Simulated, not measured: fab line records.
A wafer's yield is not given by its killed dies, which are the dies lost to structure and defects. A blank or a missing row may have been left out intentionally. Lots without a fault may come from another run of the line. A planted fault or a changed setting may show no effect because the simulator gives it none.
Chamber matching + flow gf180mcu + 4 sister chambers for GF_V4_CMP_26 on cmp-01
The step polishes, stops on SiO2, t overpolish 15 s, target thk 0 nm. 4 wafers are shown with their chamber, then 7 later ones without.

## WAFERS PAIRED WITH THEIR CHAMBERS
| wafer  | chamber | motor_current_A (A) |
|--------|---------|---------------------|
| L705.5 | 3       | 11.8                |
| L708.5 | 1       | 10.3                |
| L709.1 | 0       | 12.6                |
| L709.2 | 2       | 9.3                 |

## WAFERS WITHOUT THEIR CHAMBER
| wafer  | motor_current_A (A) |
|--------|---------------------|
| L709.5 | 12.3                |
| L710.1 | 12.1                |
| L710.2 | 11.9                |
| L710.4 | 10.2                |
| L711.2 | 9.8                 |
| L711.3 | 9.8                 |
| L711.6 | 10.0                |

## CHAMBER TAKEN BY EACH
| wafer  | from the rows above     | in truth |
|--------|-------------------------|----------|
| L709.5 | can't be placed: 0 or 3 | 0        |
| L710.1 | can't be placed: 3 or 0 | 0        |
| L710.2 | can't be placed: 3 or 0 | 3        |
| L710.4 | 1                       | 1        |
| L711.2 | can't be placed: 1 or 2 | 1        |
| L711.3 | can't be placed: 1 or 2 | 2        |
| L711.6 | can't be placed: 1 or 2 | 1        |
Correct placement for 1 of the 7. Can't be placed from these rows: 6 (the true chamber is among the candidates in 6). Wrongly placed: 0.
How it was worked out, from the rows above alone: a wafer's distance from a chamber is the root of the sum, over the readings, of the square of ((its reading less the chamber's mean) divided by the reading's scatter). If the next closest chamber is less than 2 further off than the closest, the wafer can't be placed; otherwise it belongs to the closest. The mean given for a chamber averages the wafers shown for that chamber. The scatter (one wafer shown for each chamber): square how far every hidden wafer sits from the nearest shown wafer, average those squares and take the square root.
